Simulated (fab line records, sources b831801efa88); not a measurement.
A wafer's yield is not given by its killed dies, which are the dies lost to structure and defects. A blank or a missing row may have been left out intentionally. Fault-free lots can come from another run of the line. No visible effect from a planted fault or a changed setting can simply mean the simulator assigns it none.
2 desks, one fault / flow gf180mcu / only its own numbers are on each desk; what lay behind them is given at the end

== DESK OF THE TOOL OWNER: pvdSputter-01 ==
At GF_M1_SPUTTER_01 (material TiN, target thk 30 nm, time 25 s) the tool's own readings: per lot run on this tool, the mean of the sampled wafers that have a number. Marked OUT: a lot whose mean sits more than 4 standard deviations from the usual mean, which makes it out of limits; the brackets give that distance.
Columns: A = chamberPressurePa at GF_M1_SPUTTER_01, usual 0.3999 Pa; B = throttleValvePct at GF_M1_SPUTTER_01, usual 29.8 %
lot=L670; first seen here=day 16 18:11; A=0.3992; B=28.9
lot=L674; first seen here=day 18 10:43; A=0.3993; B=30.7
lot=L678; first seen here=day 19 22:05; A=0.3998; B=30.6
This desk found nothing out of limits on any of the 3 lots.

== THE METROLOGY DESK ==
Means of the sampled wafers that have a number, per lot and without regard to the tool the lot ran on: this is what the gauges read. Marked OUT: a lot whose mean sits more than 4 standard deviations from the usual mean, which makes it out of limits; the brackets give that distance.
Columns: A = CONTACT_W_RS at GF_CONTACT_RS_MEAS_25, usual 0.382 ohm/sq; B = CONTACT_W_THK at GF_CONTACT_THK_MEAS_26, usual 299 nm
lot=L670; first seen here=day 16 17:37; A=0.387; B=295
lot=L674; first seen here=day 18 10:09; A=0.383; B=299
lot=L678; first seen here=day 19 21:31; A=0.380; B=302
lot=L686; first seen here=day 22 20:13; A=0.379; B=301
lot=L687; first seen here=day 22 23:27; A=0.377; B=306
This desk found nothing out of limits on any of the 5 lots.

== BROUGHT TOGETHER ==
The desk of the tool owner found nothing out of limits.
The metrology desk saw nothing out of limits.

== WHAT THE SIMULATOR HAD INSERTED ==
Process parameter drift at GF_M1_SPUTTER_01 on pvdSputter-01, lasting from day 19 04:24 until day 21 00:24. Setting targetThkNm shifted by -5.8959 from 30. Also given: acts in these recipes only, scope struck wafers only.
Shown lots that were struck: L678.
